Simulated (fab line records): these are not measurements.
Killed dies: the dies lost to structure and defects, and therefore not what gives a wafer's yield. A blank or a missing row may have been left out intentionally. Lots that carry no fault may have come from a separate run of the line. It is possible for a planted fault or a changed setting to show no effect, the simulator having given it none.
Which tool is to blame? | flow sky130 | route of 708 steps, sampled at 1 step: 6 lots, 18 wafers

== WHAT THE GAUGES SHOWED, per wafer ==
SKY_GATE_OXIDE_THK_MEAS_02.
lot  | measured     | on           | GATE_OXIDE_OXIDATION_00_THK (nm)
L481 | day 13 13:25 | filmMetro-03 | 10.43 10.46 10.46
L484 | day 14 10:37 | filmMetro-04 | 10.40 10.46 10.45
L490 | day 16 06:16 | filmMetro-02 | 10.20 10.12 10.14
L492 | day 17 05:33 | filmMetro-02 | 10.26 10.05 10.16
L498 | day 19 05:22 | filmMetro-02 | 10.29 10.40 10.43
L500 | day 19 19:55 | filmMetro-04 | 10.22 10.17 10.02

== WHAT TOOL EACH LOT RAN ON (gives the tool, then ch and the chambers of the sampled wafers, and finally the start) ==
The record shows no process step preceding these readings.

== THE ANSWER, worked out from the rows above alone ==
Rule: the lots themselves supply what counts as usual. Put in order of their means at a reading, lots are off if they are a third of the lots or fewer, leave a main group of 4 or more, and stand apart from it by a gap of 3 or more times the standard deviation of the main group's means; of several such gaps the widest counts. A main group is skipped when, at the precision printed for the reading in the tables above, its means are all equal. A lot without any number at a reading at which 4 lots or more have one is off too. Where the step has rows for the other lots, those lots are counted as sound.
No lot is off at any reading shown: from this, nothing can be told.

== WHAT WAS PUT IN BY THE SIMULATOR ==
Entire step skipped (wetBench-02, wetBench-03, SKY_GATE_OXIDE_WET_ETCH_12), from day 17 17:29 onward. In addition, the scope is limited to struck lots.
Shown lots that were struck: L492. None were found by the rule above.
